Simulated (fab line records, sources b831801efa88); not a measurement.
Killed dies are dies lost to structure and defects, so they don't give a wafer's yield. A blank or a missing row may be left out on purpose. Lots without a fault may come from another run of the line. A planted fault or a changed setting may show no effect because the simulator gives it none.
Problem report in the 8D (eight disciplines) form, filled by code | flow sfq_line | the parts of the form that need people (team, actions taken, sign-off) are left out

1. THE PROBLEM
run_length_s at SFQ_TRILAYER_M7_ETCH_METAL_ETCH_180 reads a mean of 156.5 s on 1 wafer of 1 lot; wafers without a fault read 148.7 s with a standard deviation of 1.1. That is +7.1 standard deviations from the usual mean.
The step: etches Nb in Cl2/Ar, stops on SiO2, target depth 240 nm, time 120 s.
First seen on wafer L257.1, day 83 13:28, on rie_metal-02. The record holds 15 wafers of 5 lots with a number at this step. Rule for "out", or "out of limits": more than 4 standard deviations from the usual mean. The other wafers with a number count as sound.

2. WHAT IT IS AND WHAT IT IS NOT
question                    | is                           | is not
which readings at this step | run_length_s, oes_product_au | drypump_motor_current_A
which lots                  | L257                         | L249, L261, L265, L267
which wafers of those lots  | L257.1                       | L257.4, L257.6
read on which tools         | rie_metal-02                 | rie_metal-01, rie_metal-03
when                        | from day 83 13:28            | up to then (5 sound wafers); but 9 sound wafers of L261, L265, L267 came after

3. SUSPECTS, AND WHAT RULES EACH OUT
Counting: a tool at a process step up to the reading stays a suspect if it ran every lot that is out. Sound lots after the first of them don't rule it out here, since some wafers of a struck lot are sound.
- pvd_sputter-05 at SFQ_TRILAYER_M7_DEP_SPUTTER_175 (material Nb, target thk 200 nm, time 133.3 s): kept. It ran the lot that is out, L257 (day 79 16:15); its last sound lot up to then is L249 (day 76 22:58).
- rie_metal-02 at SFQ_TRILAYER_M7_BARC_OPEN_METAL_ETCH_229 (etches BARC in O2, target depth 125 nm, time 41.7 s): kept. It ran the lot that is out, L257 (day 83 13:24); its last sound lot up to then is L249 (day 79 17:37).
- rie_metal-02 at SFQ_TRILAYER_M7_ETCH_METAL_ETCH_180 (etches Nb in Cl2/Ar, stops on SiO2, target depth 240 nm, time 120 s): kept. It ran the lot that is out, L257 (day 83 13:28); its last sound lot up to then is L249 (day 79 17:41). Its own readings are out on those wafers: oes_product_au, run_length_s.
Left after counting: pvd_sputter-05 at SFQ_TRILAYER_M7_DEP_SPUTTER_175, rie_metal-02 at SFQ_TRILAYER_M7_BARC_OPEN_METAL_ETCH_229, rie_metal-02 at SFQ_TRILAYER_M7_ETCH_METAL_ETCH_180.

4. THE CAUSE (what the simulator had put in)
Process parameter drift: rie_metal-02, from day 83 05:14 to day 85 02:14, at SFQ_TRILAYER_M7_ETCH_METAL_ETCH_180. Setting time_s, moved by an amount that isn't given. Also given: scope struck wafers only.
Counting left 3 suspects, and this tool is among them.

5. THE CHAIN OF EFFECTS, in route order
Each row: a reading whose mean over the struck wafers that have a number lies more than 3 standard deviations from the usual. Only readings for which the record gives a usual standard deviation are gone through. hours: the time from each lot's start at the first step in this table that gives one to its start at this step, as a median over the lots. sigmas: the change in usual standard deviations.
hours | step                                | reading        | usual      | on struck wafers | change | sigmas
0     | SFQ_TRILAYER_M7_ETCH_METAL_ETCH_180 | oes_product_au | 0.897 a.u. | 0.866            | -0.031 | -5.0
0     | SFQ_TRILAYER_M7_ETCH_METAL_ETCH_180 | run_length_s   | 148.7 s    | 156.5            | +7.8   | +7.1
The process steps in it:
- SFQ_TRILAYER_M7_ETCH_METAL_ETCH_180: etches Nb in Cl2/Ar, stops on SiO2, target depth 240 nm, time 120 s.

6. WHAT WOULD HAVE CAUGHT IT SOONER
In this record the first reading out of limits was taken at day 83 13:28, 8 hours after the fault began at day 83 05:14.
